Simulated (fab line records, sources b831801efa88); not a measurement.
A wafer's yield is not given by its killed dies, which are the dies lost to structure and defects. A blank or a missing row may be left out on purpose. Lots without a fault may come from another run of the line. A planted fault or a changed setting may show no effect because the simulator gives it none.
Chamber matching	flow gf180mcu	GF_V4_CVD_00 on hdpcvd-01: 3 sister chambers
The step deposits SiO2, target thk 600 nm, time 100 s. 3 wafers are shown with their chamber, then 7 later ones without.

## WAFERS PAIRED WITH THEIR CHAMBERS
wafer	chamber	sih4FlowSccm (sccm)
L505.1	0	59.94
L512.1	2	60.20
L512.4	1	60.27

## WAFERS WITHOUT THEIR CHAMBER
wafer	sih4FlowSccm (sccm)
L512.5	60.24
L514.1	60.02
L514.2	59.98
L514.3	59.84
L517.2	59.89
L517.3	60.44
L517.6	59.96

## CHAMBER TAKEN BY EACH
wafer	from the rows above	in truth
L512.5	can't be placed: 1 or 2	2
L514.1	can't be placed: 0 or 2 or 1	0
L514.2	0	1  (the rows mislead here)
L514.3	0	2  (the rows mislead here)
L517.2	0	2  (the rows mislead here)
L517.3	can't be placed: 1 or 2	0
L517.6	0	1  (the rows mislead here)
Placed correctly: 0 of 7. Unplaceable from these rows: 3, with the true chamber sitting among the candidates in 2. Number placed wrongly: 4.
How it was worked out, from the rows above alone: a wafer's distance from a chamber is the root of the sum, over the readings, of the square of ((its reading less the chamber's mean) divided by the reading's scatter). If the next closest chamber is less than 2 further off than the closest, the wafer can't be placed; otherwise it belongs to the closest. For every chamber, the mean is computed from those of its wafers that are shown. The scatter: with one shown wafer a chamber, the root of the mean of the squares of how far each hidden wafer lies from its nearest shown one.
